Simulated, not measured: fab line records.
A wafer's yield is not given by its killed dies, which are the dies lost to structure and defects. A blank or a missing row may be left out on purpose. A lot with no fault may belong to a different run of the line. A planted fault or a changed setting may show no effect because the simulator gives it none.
Which tool was responsible? :: flow gf180mcu :: 42 wafers from 14 lots sampled at 3 of the route's 602 steps

== WHAT THE GAUGES SHOWED, per wafer ==
GF_HV_LDD_CD_MEAS_19 targets a cd of 400 nm.
lot: L427
measured: day 11 05:46
on: cd-sem-02
cd-nm (nm): 401.9 401.7 401.5

lot: L428
measured: day 11 16:19
on: cd-sem-01
cd-nm (nm): 401.8 401.9 398.9

lot: L429
measured: day 11 23:17
on: cd-sem-02
cd-nm (nm): 398.3 399.7 399.0

lot: L430
measured: day 12 03:26
on: cd-sem-02
cd-nm (nm): 399.1 398.3 399.3

lot: L431
measured: day 12 17:07
on: cd-sem-01
cd-nm (nm): 397.6 399.5 398.0

lot: L433
measured: day 13 02:29
on: cd-sem-02
cd-nm (nm): 403.8 402.5 402.8

lot: L434
measured: day 13 07:56
on: cd-sem-02
cd-nm (nm): 400.6 401.8 400.0

lot: L435
measured: day 13 19:38
on: cd-sem-02
cd-nm (nm): 395.1 395.8 396.9

lot: L436
measured: day 14 00:36
on: cd-sem-02
cd-nm (nm): 399.0 400.0 396.8

lot: L437
measured: day 14 08:06
on: cd-sem-01
cd-nm (nm): 399.8 399.9 399.0

lot: L438
measured: day 14 13:45
on: cd-sem-01
cd-nm (nm): 400.7 401.7 401.7

lot: L439
measured: day 14 19:48
on: cd-sem-01
cd-nm (nm): 401.7 404.1 404.3

lot: L440
measured: day 15 06:07
on: cd-sem-01
cd-nm (nm): 398.4 399.1 398.4

lot: L441
measured: day 15 14:46
on: cd-sem-01
cd-nm (nm): 401.5 403.1 403.2

GF_HV_LDD_TW_MEAS_50.
lot: L427
measured: day 12 20:48
on: film-metro-01
HV_LDD_4_TW: 576 578 578

lot: L428
measured: day 13 07:37
on: film-metro-02
HV_LDD_4_TW: 577 580 577

lot: L429
measured: day 13 16:24
on: film-metro-01
HV_LDD_4_TW: 576 575 572

lot: L430
measured: day 13 20:22
on: film-metro-01
HV_LDD_4_TW: 573 574 573

lot: L431
measured: day 14 10:40
on: film-metro-03
HV_LDD_4_TW: 567 572 570

lot: L433
measured: day 14 21:01
on: film-metro-01
HV_LDD_4_TW: 577 579 575

lot: L434
measured: day 15 02:35
on: film-metro-03
HV_LDD_4_TW: 567 564 565

lot: L435
measured: day 15 15:30
on: film-metro-01
HV_LDD_4_TW: 572 571 574

lot: L436
measured: day 15 19:53
on: film-metro-01
HV_LDD_4_TW: 572 570 575

lot: L437
measured: day 16 05:17
on: film-metro-01
HV_LDD_4_TW: 574 573 574

lot: L438
measured: day 16 10:18
on: film-metro-02
HV_LDD_4_TW: 578 575 576

lot: L439
measured: day 16 17:13
on: film-metro-03
HV_LDD_4_TW: 565 563 564

lot: L440
measured: day 17 03:34
on: film-metro-01
HV_LDD_4_TW: 573 573 574

lot: L441
measured: day 17 13:28
on: film-metro-01
HV_LDD_4_TW: 574 575 575

== EACH LOT AND THE TOOL THAT RAN IT (in order: tool; ch and the chambers of the sampled wafers; start) ==
lot: L427
GF_HV_LDD_DEVELOP_30: litho-track-03 ch 0, day 12 00:52

lot: L428
GF_HV_LDD_DEVELOP_30: litho-track-03 ch 0, day 12 10:38

lot: L429
GF_HV_LDD_DEVELOP_30: litho-track-03 ch 0, day 12 19:13

lot: L430
GF_HV_LDD_DEVELOP_30: litho-track-04 ch 0, day 12 22:44

lot: L431
GF_HV_LDD_DEVELOP_30: litho-track-03 ch 0, day 13 13:07

lot: L433
GF_HV_LDD_DEVELOP_30: litho-track-04 ch 0, day 13 22:56

lot: L434
GF_HV_LDD_DEVELOP_30: litho-track-04 ch 0, day 14 04:17

lot: L435
GF_HV_LDD_DEVELOP_30: litho-track-03 ch 0, day 14 16:37

lot: L436
GF_HV_LDD_DEVELOP_30: litho-track-03 ch 0, day 14 21:28

lot: L437
GF_HV_LDD_DEVELOP_30: litho-track-04 ch 0, day 15 06:19

lot: L438
GF_HV_LDD_DEVELOP_30: litho-track-04 ch 0, day 15 10:47

lot: L439
GF_HV_LDD_DEVELOP_30: litho-track-04 ch 0, day 15 17:07

lot: L440
GF_HV_LDD_DEVELOP_30: litho-track-02, day 16 03:02

lot: L441
GF_HV_LDD_DEVELOP_30: litho-track-03, day 16 13:05
- GF_HV_LDD_DEVELOP_30: develop time 60 s.

== WHAT THE TOOLS THEMSELVES READ (means of the sampled wafers that have a number; where no wafer has one, the mark that the record gives instead) ==
GF_HV_LDD_DEVELOP_30.
lot: L427
tool: litho-track-03
chill-plate-temp-C (C): 23.07

lot: L428
tool: litho-track-03
chill-plate-temp-C (C): 22.99

lot: L429
tool: litho-track-03
chill-plate-temp-C (C): 22.91

lot: L430
tool: litho-track-04
chill-plate-temp-C (C): 22.99

lot: L431
tool: litho-track-03
chill-plate-temp-C (C): 23.07

lot: L433
tool: litho-track-04
chill-plate-temp-C (C): 23.12

lot: L434
tool: litho-track-04
chill-plate-temp-C (C): 23.12

lot: L435
tool: litho-track-03
chill-plate-temp-C (C): 23.05

lot: L436
tool: litho-track-03
chill-plate-temp-C (C): 23.03

lot: L437
tool: litho-track-04
chill-plate-temp-C (C): 22.99

lot: L438
tool: litho-track-04
chill-plate-temp-C (C): 23.03

lot: L439
tool: litho-track-04
chill-plate-temp-C (C): 22.93

lot: L440
tool: litho-track-02
chill-plate-temp-C (C): -

lot: L441
tool: litho-track-03
chill-plate-temp-C (C): -

== THE ANSWER, worked out from the rows above alone ==
Rule: usual is defined by the lots themselves. The widest of any qualifying gaps counts: lots, ordered by their means at a reading, are off when they make up no more than a third of the lots, leave a main group of 4 or more, and stand apart from it by 3 or more times the standard deviation of that group's means. Not used: any main group whose means are identical at the precision the tables above print for the reading. Also off: a lot with no number at a reading for which 4 or more lots have one. Where the step has rows for the other lots, those lots are counted as sound. First the gauges in route order, then the tools' own readings, where a lot's mean is used as printed above. At the first step where some lot is off, the reading lying furthest off is the one used; lots without a number count as furthest.
Off: L440, L441 (GF_HV_LDD_DEVELOP_30, chill-plate-temp-C). Without a number there: L440, L441. The main group: mean 23.02 C, standard deviation 0.064.
A tool fits if, at that step or a process step before it, it ran every lot that is off, and no sound lot after the first of them. No candidate that was tried fits.

== WHAT THE SIMULATOR HAD INSERTED ==
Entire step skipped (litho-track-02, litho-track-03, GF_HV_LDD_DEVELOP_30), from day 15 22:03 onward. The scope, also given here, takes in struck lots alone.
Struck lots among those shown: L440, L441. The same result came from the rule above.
